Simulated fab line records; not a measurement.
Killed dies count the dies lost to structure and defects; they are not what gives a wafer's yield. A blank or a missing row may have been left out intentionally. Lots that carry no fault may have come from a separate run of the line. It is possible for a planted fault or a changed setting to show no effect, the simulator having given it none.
Chamber matching + flow gf180mcu + 4 sister chambers for GF_CONTACT_ETCH_16 on rie diel-02
The step etches BARC in N2/H2. 14 wafers are shown with their chamber, then 6 later ones without.

## EACH WAFER AND ITS CHAMBER
| wafer  | chamber | drypump motor current A (A) | rf fwd power W (W) | throttle valve pct (%) |
|--------|---------|-----------------------------|--------------------|------------------------|
| L374.1 | 1       | 6.6                         | 479.0              | 13.235                 |
| L374.5 | 0       | 5.7                         | 481.0              | 13.208                 |
| L374.6 | 1       | 6.6                         | 476.0              | 13.229                 |
| L376.1 | 2       | 5.8                         | 479.5              | 13.227                 |
| L376.3 | 1       | 6.7                         | 479.3              | 13.246                 |
| L376.6 | 1       | 6.7                         | 477.4              | 13.211                 |
| L378.2 | 0       | 5.7                         | 479.3              | 13.225                 |
| L378.4 | 3       | 6.0                         | 478.6              | 13.227                 |
| L380.1 | 2       | 5.8                         | 481.5              | 13.228                 |
| L380.2 | 0       | 5.7                         | 476.8              | 13.211                 |
| L380.5 | 1       | 6.6                         | 478.3              | 13.217                 |
| L388.1 | 0       | 5.7                         | 478.4              | 13.214                 |
| L388.5 | 0       | 5.7                         | 478.8              | 13.220                 |
| L388.6 | 2       | 5.8                         | 480.8              | 13.217                 |

SIGNATURES (means of the wafers above)
| reading                 | chamber 0 | chamber 1 | chamber 2 | chamber 3 | scatter within a chamber |
|-------------------------|-----------|-----------|-----------|-----------|--------------------------|
| drypump motor current A | 5.700     | 6.640     | 5.800     | 6.000     | 0.0346                   |
| rf fwd power W          | 478.860   | 478.000   | 480.600   | 478.600   | 1.36                     |
| throttle valve pct      | 13.21560  | 13.22760  | 13.22400  | 13.22700  | 0.0102                   |
Rule: distance of a wafer from a chamber = root of the sum over the readings of ((wafer's reading minus chamber's mean) / reading's scatter) squared. The wafer belongs to the nearest chamber; if the next one is less than 2 further off, it can't be placed. The scatter: take each reading less its chamber's mean, square it, sum over the shown wafers, divide by the number of wafers less the number of chambers, and take the root.

## WAFERS MISSING THEIR CHAMBER
| wafer  | drypump motor current A (A) | rf fwd power W (W) | throttle valve pct (%) |
|--------|-----------------------------|--------------------|------------------------|
| L391.2 | 6.1                         | 480.4              | 13.226                 |
| L391.3 | 6.7                         | 476.5              | 13.217                 |
| L391.4 | 5.8                         | 480.0              | 13.222                 |
| L394.2 | 5.7                         | 479.0              | 13.228                 |
| L394.3 | 5.7                         | 481.9              | 13.221                 |
| L394.6 | 5.7                         | 480.5              | 13.224                 |

## THE CHAMBER EACH PASSED THROUGH
| wafer  | from the rows above     | in truth |
|--------|-------------------------|----------|
| L391.2 | 3                       | 3        |
| L391.3 | 1                       | 1        |
| L391.4 | 2                       | 2        |
| L394.2 | can't be placed: 0 or 2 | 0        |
| L394.3 | can't be placed: 0 or 2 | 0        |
| L394.6 | can't be placed: 0 or 2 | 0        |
3 of 6 placed correctly. Not placeable from these rows: 3 (in 3, the candidates include the true chamber). Placed wrongly: 0.
